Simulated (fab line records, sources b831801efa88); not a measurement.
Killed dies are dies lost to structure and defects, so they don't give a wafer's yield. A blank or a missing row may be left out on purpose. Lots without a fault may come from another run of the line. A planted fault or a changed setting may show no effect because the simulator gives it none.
Which tool did it? | flow gf180mcu | 14 lots, 42 wafers sampled, at 1 step of a route of 602

WHAT THE GAUGES READ, wafer by wafer
GF_M3_OVL_MEAS_15. Usual: M3_OVL 0 nm, standard deviation 4.6.
lot  | measured     | on         | M3_OVL (nm) | flag
L894 | day 21 03:59 | overlay-01 | -8 -13 -12  |
L895 | day 21 11:07 | overlay-01 | 0 4 -2      |
L896 | day 22 06:14 | overlay-02 | -1 1 4      |
L897 | day 22 13:20 | overlay-02 | -3 -2 3     |
L898 | day 22 17:29 | overlay-02 | -2 -3 2     |
L902 | day 24 03:47 | overlay-02 | -5 -4 -4    |
L905 | day 25 10:46 | overlay-02 | 4 6 3       |
L907 | day 26 04:20 | overlay-02 | -4 -2 -5    |
L908 | day 26 14:31 | overlay-01 | -3 0 2      |
L911 | day 27 11:44 | overlay-01 | 1 -1 -8     |
L912 | day 27 13:55 | overlay-02 | -1 -4 -3    |
L913 | day 27 16:38 | overlay-01 | 0 3 5       |
L914 | day 28 03:26 | overlay-01 | -1 -8 -3    |
L915 | day 28 05:45 | overlay-01 | 4 6 8       |

WHICH TOOL RAN EACH LOT (tool, then ch and the chambers of the sampled wafers, then the start)
The record holds no process step before these readings.

WHAT THE TOOLS THEMSELVES READ (means of the sampled wafers that have a number; where no wafer has one, the mark that the record gives instead)
The record holds no such reading with a usual standard deviation.

THE ANSWER, worked out from the rows above alone
Rule: a lot is off if the mean of its wafers that have a number lies more than 3 standard deviations from the usual mean. A lot without any number at a reading at which 4 lots or more have one is off too. The other lots that the step has rows for count as sound. The gauges are gone through in route order, then the tools' own readings, and for those a lot's mean is taken as printed above. The first step at which some lot is off is used, and at that step the reading that is off furthest; a lot without a number counts as furthest.
No lot is off at any reading shown: from this, nothing can be told.

WHAT THE SIMULATOR HAD PUT IN
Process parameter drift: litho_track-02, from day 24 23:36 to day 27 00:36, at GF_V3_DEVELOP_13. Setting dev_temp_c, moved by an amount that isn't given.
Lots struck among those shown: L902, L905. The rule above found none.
